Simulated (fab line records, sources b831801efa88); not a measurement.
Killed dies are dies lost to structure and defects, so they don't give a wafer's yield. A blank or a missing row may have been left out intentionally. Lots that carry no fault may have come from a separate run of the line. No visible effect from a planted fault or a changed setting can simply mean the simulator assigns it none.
Which tool was responsible? || flow sky130 || 13 lots with 38 wafers sampled at 5 steps, on a route of 708 steps

## WHAT THE GAUGES SHOWED, per wafer
The record lacks any reading of a measuring or inspecting step that a usual standard deviation could be used to judge.

## TOOL THAT RAN EACH LOT (tool first, then ch and the chambers of the sampled wafers, then the start)
{"lot": "L210", "SKY_GATE_OXIDE_OXIDATION_16": "furnace-02 ch 0, day 13 19:14", "SKY_VIA4_SPUTTER_17": "pvdSputter-02, day 43 09:29", "SKY_VIA4_CVD_18": "cvdW-01 ch 0,1, day 43 09:36", "SKY_VIA4_CMP_21": "cmp-02 ch 0,2,3, day 43 09:59", "SKY_PAD_OPEN_PROBE_99": "prober-01, day 46 07:22"}
{"lot": "L212", "SKY_GATE_OXIDE_OXIDATION_16": "furnace-01 ch 0, day 14 16:05", "SKY_VIA4_SPUTTER_17": "pvdSputter-03, day 43 19:04", "SKY_VIA4_CVD_18": "cvdW-02 ch 0,1, day 43 19:10", "SKY_VIA4_CMP_21": "cmp-02 ch 2,3, day 43 19:30", "SKY_PAD_OPEN_PROBE_99": "prober-01, day 46 15:47"}
{"lot": "L213", "SKY_GATE_OXIDE_OXIDATION_16": "furnace-01 ch 0, day 15 00:27", "SKY_VIA4_SPUTTER_17": "pvdSputter-03, day 43 20:35", "SKY_VIA4_CVD_18": "cvdW-01 ch 0,1, day 43 20:38", "SKY_VIA4_CMP_21": "cmp-02 ch 1,2,3, day 43 20:58", "SKY_PAD_OPEN_PROBE_99": "prober-02, day 46 17:20"}
{"lot": "L214", "SKY_GATE_OXIDE_OXIDATION_16": "furnace-02 ch 0, day 15 13:54", "SKY_VIA4_SPUTTER_17": "pvdSputter-03, day 44 13:37", "SKY_VIA4_CVD_18": "cvdW-01 ch 0,1, day 44 13:40", "SKY_VIA4_CMP_21": "cmp-02 ch 0,1, day 44 14:00", "SKY_PAD_OPEN_PROBE_99": "prober-01, day 47 09:35"}
{"lot": "L215", "SKY_GATE_OXIDE_OXIDATION_16": "furnace-02 ch 0, day 15 20:46", "SKY_VIA4_SPUTTER_17": "pvdSputter-01, day 44 23:11", "SKY_VIA4_CVD_18": "cvdW-01 ch 0,1, day 44 23:15", "SKY_VIA4_CMP_21": "cmp-02 ch 0,2,3, day 44 23:38", "SKY_PAD_OPEN_PROBE_99": "prober-02, day 47 16:20"}
{"lot": "L217", "SKY_GATE_OXIDE_OXIDATION_16": "furnace-02 ch 0, day 16 03:47", "SKY_VIA4_SPUTTER_17": "pvdSputter-03, day 45 04:52", "SKY_VIA4_CVD_18": "cvdW-01 ch 1, day 45 04:56", "SKY_VIA4_CMP_21": "cmp-02 ch 0,3, day 45 05:22", "SKY_PAD_OPEN_PROBE_99": "prober-02, day 47 21:25"}
{"lot": "L225", "SKY_GATE_OXIDE_OXIDATION_16": "furnace-01 ch 0, day 19 00:28", "SKY_VIA4_SPUTTER_17": "pvdSputter-03, day 47 01:18", "SKY_VIA4_CVD_18": "cvdW-02 ch 0,1, day 47 01:22", "SKY_VIA4_CMP_21": "cmp-01 ch 1,2,3, day 47 01:42", "SKY_PAD_OPEN_PROBE_99": "prober-02, day 49 12:58"}
{"lot": "L226", "SKY_GATE_OXIDE_OXIDATION_16": "furnace-01 ch 0, day 19 10:25", "SKY_VIA4_SPUTTER_17": "pvdSputter-02, day 47 10:05", "SKY_VIA4_CVD_18": "cvdW-02 ch 0,1, day 47 10:13", "SKY_VIA4_CMP_21": "cmp-01 ch 2,3, day 47 10:56", "SKY_PAD_OPEN_PROBE_99": "prober-01, day 49 23:13"}
{"lot": "L227", "SKY_GATE_OXIDE_OXIDATION_16": "furnace-01 ch 0, day 19 21:25", "SKY_VIA4_SPUTTER_17": "pvdSputter-03, day 48 00:11", "SKY_VIA4_CVD_18": "cvdW-01 ch 0,1, day 48 00:15", "SKY_VIA4_CMP_21": "cmp-01 ch 1,2,3, day 48 00:35", "SKY_PAD_OPEN_PROBE_99": "prober-01, day 50 09:04"}
{"lot": "L229", "SKY_GATE_OXIDE_OXIDATION_16": "furnace-02 ch 0, day 20 17:05", "SKY_VIA4_SPUTTER_17": "pvdSputter-03, day 48 06:50", "SKY_VIA4_CVD_18": "cvdW-02 ch 0,1, day 48 06:57", "SKY_VIA4_CMP_21": "cmp-01 ch 1,2, day 48 07:14", "SKY_PAD_OPEN_PROBE_99": "prober-02, day 50 15:34"}
{"lot": "L230", "SKY_GATE_OXIDE_OXIDATION_16": "furnace-01 ch 0, day 20 22:17", "SKY_VIA4_SPUTTER_17": "pvdSputter-02, day 48 07:47", "SKY_VIA4_CVD_18": "cvdW-01 ch 0,1, day 48 07:51", "SKY_VIA4_CMP_21": "cmp-01 ch 0,1, day 48 08:11", "SKY_PAD_OPEN_PROBE_99": "prober-01, day 50 16:58"}
{"lot": "L231", "SKY_GATE_OXIDE_OXIDATION_16": "furnace-01 ch 0, day 21 10:07", "SKY_VIA4_SPUTTER_17": "pvdSputter-02, day 48 12:10", "SKY_VIA4_CVD_18": "cvdW-01 ch 0,1, day 48 12:13", "SKY_VIA4_CMP_21": "cmp-02 ch 0,1,2, day 48 12:33", "SKY_PAD_OPEN_PROBE_99": "prober-02, day 50 21:01"}
{"lot": "L233", "SKY_GATE_OXIDE_OXIDATION_16": "furnace-02 ch 0, day 21 16:51", "SKY_VIA4_SPUTTER_17": "pvdSputter-02, day 48 18:32", "SKY_VIA4_CVD_18": "cvdW-01 ch 0,1, day 48 18:35", "SKY_VIA4_CMP_21": "cmp-02 ch 1,2,3, day 48 18:55", "SKY_PAD_OPEN_PROBE_99": "prober-01, day 51 01:29"}
- SKY_GATE_OXIDE_OXIDATION_16: stabilise 600 s, purge 300 s, target thk 3.57 nm.
- SKY_VIA4_SPUTTER_17: material TiN, target thk 20 nm, time 80 s.
- SKY_VIA4_CVD_18: deposits W, target thk 505 nm, time 152.14 s.
- SKY_VIA4_CMP_21: polishes, stops on SiO2, t overpolish 25 s, target thk 0 nm.
- SKY_PAD_OPEN_PROBE_99

## WHAT THE TOOLS THEMSELVES READ (means of the sampled wafers that have a number; where no wafer has one, the mark that the record gives instead)
SKY_GATE_OXIDE_OXIDATION_16. Usual: rampUpCPerMin 10.0000, standard deviation 0.0017; zonePowerBottomPct 21.3 %, standard deviation 1.1; zonePowerTopPct 29.8 %, standard deviation 1.1.
{"lot": "L210", "tool": "furnace-02", "rampUpCPerMin": 10.0002, "zonePowerBottomPct (%)": 22.7, "zonePowerTopPct (%)": 31.4, "flag": ""}
{"lot": "L212", "tool": "furnace-01", "rampUpCPerMin": 9.9978, "zonePowerBottomPct (%)": 20.6, "zonePowerTopPct (%)": 29.2, "flag": ""}
{"lot": "L213", "tool": "furnace-01", "rampUpCPerMin": 10.0018, "zonePowerBottomPct (%)": 20.7, "zonePowerTopPct (%)": 29.1, "flag": ""}
{"lot": "L214", "tool": "furnace-02", "rampUpCPerMin": 9.9980, "zonePowerBottomPct (%)": 23.0, "zonePowerTopPct (%)": 31.5, "flag": ""}
{"lot": "L215", "tool": "furnace-02", "rampUpCPerMin": 10.0012, "zonePowerBottomPct (%)": 23.1, "zonePowerTopPct (%)": 31.7, "flag": ""}
{"lot": "L217", "tool": "furnace-02", "rampUpCPerMin": 9.9990, "zonePowerBottomPct (%)": 22.7, "zonePowerTopPct (%)": 31.7, "flag": ""}
{"lot": "L225", "tool": "furnace-01", "rampUpCPerMin": 10.0005, "zonePowerBottomPct (%)": 20.7, "zonePowerTopPct (%)": 29.1, "flag": ""}
{"lot": "L226", "tool": "furnace-01", "rampUpCPerMin": 9.9986, "zonePowerBottomPct (%)": 20.7, "zonePowerTopPct (%)": 29.2, "flag": ""}
{"lot": "L227", "tool": "furnace-01", "rampUpCPerMin": 9.9992, "zonePowerBottomPct (%)": 20.4, "zonePowerTopPct (%)": 29.2, "flag": ""}
{"lot": "L229", "tool": "furnace-02", "rampUpCPerMin": 9.9994, "zonePowerBottomPct (%)": 23.2, "zonePowerTopPct (%)": 31.5, "flag": ""}
{"lot": "L230", "tool": "furnace-01", "rampUpCPerMin": 9.9991, "zonePowerBottomPct (%)": 20.6, "zonePowerTopPct (%)": 29.1, "flag": ""}
{"lot": "L231", "tool": "furnace-01", "rampUpCPerMin": 9.9996, "zonePowerBottomPct (%)": 20.5, "zonePowerTopPct (%)": 29.3, "flag": ""}
{"lot": "L233", "tool": "furnace-02", "rampUpCPerMin": 10.0013, "zonePowerBottomPct (%)": 22.8, "zonePowerTopPct (%)": 31.0, "flag": ""}

SKY_VIA4_SPUTTER_17. Usual: cathodeDcPowerW 3999.9 W, standard deviation 0.72; chamberPressurePa 5.000 Pa, standard deviation 0.011; throttleValvePct 30.3 %, standard deviation 0.96.
{"lot": "L210", "tool": "pvdSputter-02", "cathodeDcPowerW (W)": 4000.3, "chamberPressurePa (Pa)": 4.990, "throttleValvePct (%)": 29.5, "flag": ""}
{"lot": "L212", "tool": "pvdSputter-03", "cathodeDcPowerW (W)": 4000.9, "chamberPressurePa (Pa)": 4.995, "throttleValvePct (%)": 30.3, "flag": ""}
{"lot": "L213", "tool": "pvdSputter-03", "cathodeDcPowerW (W)": 4000.1, "chamberPressurePa (Pa)": 4.997, "throttleValvePct (%)": 30.4, "flag": ""}
{"lot": "L214", "tool": "pvdSputter-03", "cathodeDcPowerW (W)": 4000.4, "chamberPressurePa (Pa)": 5.003, "throttleValvePct (%)": 30.3, "flag": ""}
{"lot": "L215", "tool": "pvdSputter-01", "cathodeDcPowerW (W)": 3999.2, "chamberPressurePa (Pa)": 4.990, "throttleValvePct (%)": 30.4, "flag": ""}
{"lot": "L217", "tool": "pvdSputter-03", "cathodeDcPowerW (W)": 4000.2, "chamberPressurePa (Pa)": 5.013, "throttleValvePct (%)": 30.6, "flag": ""}
{"lot": "L225", "tool": "pvdSputter-03", "cathodeDcPowerW (W)": 4000.1, "chamberPressurePa (Pa)": 5.003, "throttleValvePct (%)": 30.5, "flag": ""}
{"lot": "L226", "tool": "pvdSputter-02", "cathodeDcPowerW (W)": 3999.6, "chamberPressurePa (Pa)": 5.000, "throttleValvePct (%)": 31.0, "flag": ""}
{"lot": "L227", "tool": "pvdSputter-03", "cathodeDcPowerW (W)": 3999.9, "chamberPressurePa (Pa)": 5.010, "throttleValvePct (%)": 30.3, "flag": ""}
{"lot": "L229", "tool": "pvdSputter-03", "cathodeDcPowerW (W)": 4000.4, "chamberPressurePa (Pa)": 4.997, "throttleValvePct (%)": 30.1, "flag": ""}
{"lot": "L230", "tool": "pvdSputter-02", "cathodeDcPowerW (W)": 4000.2, "chamberPressurePa (Pa)": 5.003, "throttleValvePct (%)": 30.8, "flag": ""}
{"lot": "L231", "tool": "pvdSputter-02", "cathodeDcPowerW (W)": 4000.1, "chamberPressurePa (Pa)": 5.005, "throttleValvePct (%)": 30.0, "flag": ""}
{"lot": "L233", "tool": "pvdSputter-02", "cathodeDcPowerW (W)": 3999.7, "chamberPressurePa (Pa)": 4.993, "throttleValvePct (%)": 29.6, "flag": ""}

SKY_VIA4_CVD_18. Usual: heaterPowerW 947 W, standard deviation 42.
{"lot": "L210", "tool": "cvdW-01", "heaterPowerW (W)": 925, "flag": ""}
{"lot": "L212", "tool": "cvdW-02", "heaterPowerW (W)": 975, "flag": ""}
{"lot": "L213", "tool": "cvdW-01", "heaterPowerW (W)": 910, "flag": ""}
{"lot": "L214", "tool": "cvdW-01", "heaterPowerW (W)": 924, "flag": ""}
{"lot": "L215", "tool": "cvdW-01", "heaterPowerW (W)": 938, "flag": ""}
{"lot": "L217", "tool": "cvdW-01", "heaterPowerW (W)": 876, "flag": ""}
{"lot": "L225", "tool": "cvdW-02", "heaterPowerW (W)": 972, "flag": ""}
{"lot": "L226", "tool": "cvdW-02", "heaterPowerW (W)": 971, "flag": ""}
{"lot": "L227", "tool": "cvdW-01", "heaterPowerW (W)": 926, "flag": ""}
{"lot": "L229", "tool": "cvdW-02", "heaterPowerW (W)": 981, "flag": ""}
{"lot": "L230", "tool": "cvdW-01", "heaterPowerW (W)": 950, "flag": ""}
{"lot": "L231", "tool": "cvdW-01", "heaterPowerW (W)": 907, "flag": ""}
{"lot": "L233", "tool": "cvdW-01", "heaterPowerW (W)": 939, "flag": ""}

SKY_VIA4_CMP_21. Usual: motorCurrentA 11.1 A, standard deviation 1.5; overpolishRunS 25.000 s, standard deviation 0.0084; timeToEndpointS 123 s, standard deviation 5.2.
{"lot": "L210", "tool": "cmp-02", "motorCurrentA (A)": 11.1, "overpolishRunS (s)": 25.006, "timeToEndpointS (s)": 123, "flag": ""}
{"lot": "L212", "tool": "cmp-02", "motorCurrentA (A)": 9.9, "overpolishRunS (s)": 24.996, "timeToEndpointS (s)": 121, "flag": ""}
{"lot": "L213", "tool": "cmp-02", "motorCurrentA (A)": 10.8, "overpolishRunS (s)": 25.000, "timeToEndpointS (s)": 125, "flag": ""}
{"lot": "L214", "tool": "cmp-02", "motorCurrentA (A)": 11.8, "overpolishRunS (s)": 24.997, "timeToEndpointS (s)": 128, "flag": ""}
{"lot": "L215", "tool": "cmp-02", "motorCurrentA (A)": 10.9, "overpolishRunS (s)": 25.010, "timeToEndpointS (s)": 122, "flag": ""}
{"lot": "L217", "tool": "cmp-02", "motorCurrentA (A)": 11.4, "overpolishRunS (s)": 24.999, "timeToEndpointS (s)": 118, "flag": ""}
{"lot": "L225", "tool": "cmp-01", "motorCurrentA (A)": 11.3, "overpolishRunS (s)": 24.996, "timeToEndpointS (s)": 125, "flag": ""}
{"lot": "L226", "tool": "cmp-01", "motorCurrentA (A)": 10.1, "overpolishRunS (s)": 25.001, "timeToEndpointS (s)": 117, "flag": ""}
{"lot": "L227", "tool": "cmp-01", "motorCurrentA (A)": 11.5, "overpolishRunS (s)": 25.002, "timeToEndpointS (s)": 122, "flag": ""}
{"lot": "L229", "tool": "cmp-01", "motorCurrentA (A)": 12.4, "overpolishRunS (s)": 24.990, "timeToEndpointS (s)": 124, "flag": ""}
{"lot": "L230", "tool": "cmp-01", "motorCurrentA (A)": 11.5, "overpolishRunS (s)": 25.005, "timeToEndpointS (s)": 127, "flag": ""}
{"lot": "L231", "tool": "cmp-02", "motorCurrentA (A)": 11.5, "overpolishRunS (s)": 25.009, "timeToEndpointS (s)": 124, "flag": ""}
{"lot": "L233", "tool": "cmp-02", "motorCurrentA (A)": 10.7, "overpolishRunS (s)": 25.001, "timeToEndpointS (s)": 120, "flag": ""}

SKY_PAD_OPEN_PROBE_99. Usual: killed_at_M0_to_M3 42, standard deviation 5.8; killed_at_M4_up 3.0, standard deviation 2; killedAtContacts 24, standard deviation 5.5; killedAtFrontEnd 15, standard deviation 3.9; killedAtOther 0.3, standard deviation 0.54; killedDies 85, standard deviation 8.8; killedOpen 47, standard deviation 6.8; killedShort 38, standard deviation 5.9.
{"lot": "L210", "tool": "prober-01", "killed_at_M0_to_M3": 44, "killed_at_M4_up": 4.7, "killedAtContacts": 22, "killedAtFrontEnd": 16, "killedAtOther": 0.7, "killedDies": 87, "killedOpen": 45, "killedShort": 42, "flag": ""}
{"lot": "L212", "tool": "prober-01", "killed_at_M0_to_M3": 40, "killed_at_M4_up": 2.3, "killedAtContacts": 28, "killedAtFrontEnd": 18, "killedAtOther": 0.0, "killedDies": 89, "killedOpen": 53, "killedShort": 35, "flag": ""}
{"lot": "L213", "tool": "prober-02", "killed_at_M0_to_M3": 40, "killed_at_M4_up": 3.0, "killedAtContacts": 21, "killedAtFrontEnd": 14, "killedAtOther": 0.0, "killedDies": 78, "killedOpen": 47, "killedShort": 32, "flag": ""}
{"lot": "L214", "tool": "prober-01", "killed_at_M0_to_M3": 44, "killed_at_M4_up": 3.3, "killedAtContacts": 19, "killedAtFrontEnd": 14, "killedAtOther": 0.0, "killedDies": 80, "killedOpen": 41, "killedShort": 39, "flag": ""}
{"lot": "L215", "tool": "prober-02", "killed_at_M0_to_M3": 40, "killed_at_M4_up": 2.3, "killedAtContacts": 23, "killedAtFrontEnd": 15, "killedAtOther": 0.3, "killedDies": 80, "killedOpen": 42, "killedShort": 38, "flag": ""}
{"lot": "L217", "tool": "prober-02", "killed_at_M0_to_M3": 44, "killed_at_M4_up": 4.0, "killedAtContacts": 31, "killedAtFrontEnd": 14, "killedAtOther": 1.0, "killedDies": 94, "killedOpen": 55, "killedShort": 38, "flag": ""}
{"lot": "L225", "tool": "prober-02", "killed_at_M0_to_M3": 43, "killed_at_M4_up": 3.7, "killedAtContacts": 26, "killedAtFrontEnd": 14, "killedAtOther": 0.7, "killedDies": 87, "killedOpen": 52, "killedShort": 35, "flag": ""}
{"lot": "L226", "tool": "prober-01", "killed_at_M0_to_M3": 43, "killed_at_M4_up": 5.0, "killedAtContacts": 20, "killedAtFrontEnd": 13, "killedAtOther": 0.0, "killedDies": 81, "killedOpen": 45, "killedShort": 35, "flag": ""}
{"lot": "L227", "tool": "prober-01", "killed_at_M0_to_M3": 40, "killed_at_M4_up": 3.3, "killedAtContacts": 24, "killedAtFrontEnd": 14, "killedAtOther": 1.0, "killedDies": 82, "killedOpen": 43, "killedShort": 38, "flag": ""}
{"lot": "L229", "tool": "prober-02", "killed_at_M0_to_M3": 42, "killed_at_M4_up": 1.3, "killedAtContacts": 24, "killedAtFrontEnd": 15, "killedAtOther": 0.7, "killedDies": 83, "killedOpen": 47, "killedShort": 36, "flag": ""}
{"lot": "L230", "tool": "prober-01", "killed_at_M0_to_M3": 45, "killed_at_M4_up": 1.0, "killedAtContacts": 21, "killedAtFrontEnd": 12, "killedAtOther": 0.0, "killedDies": 80, "killedOpen": 47, "killedShort": 33, "flag": ""}
{"lot": "L231", "tool": "prober-02", "killed_at_M0_to_M3": 39, "killed_at_M4_up": 2.7, "killedAtContacts": 31, "killedAtFrontEnd": 13, "killedAtOther": 0.7, "killedDies": 86, "killedOpen": 53, "killedShort": 32, "flag": ""}
{"lot": "L233", "tool": "prober-01", "killed_at_M0_to_M3": 43, "killed_at_M4_up": 1.7, "killedAtContacts": 23, "killedAtFrontEnd": 20, "killedAtOther": 0.3, "killedDies": 87, "killedOpen": 48, "killedShort": 39, "flag": ""}

## THE ANSWER, worked out from the rows above alone
Rule: a lot is off if the mean of its wafers that have a number lies more than 3 standard deviations from the usual mean. A lot without any number at a reading at which 4 lots or more have one is off too. All remaining lots with rows at the step are treated as sound. First the gauges in route order, then the tools' own readings, where a lot's mean is used as printed above. At the first step where some lot is off, the reading lying furthest off is the one used; lots without a number count as furthest.
Nothing can be told from this: no lot is off at any reading shown.

## WHAT THE SIMULATOR PUT IN
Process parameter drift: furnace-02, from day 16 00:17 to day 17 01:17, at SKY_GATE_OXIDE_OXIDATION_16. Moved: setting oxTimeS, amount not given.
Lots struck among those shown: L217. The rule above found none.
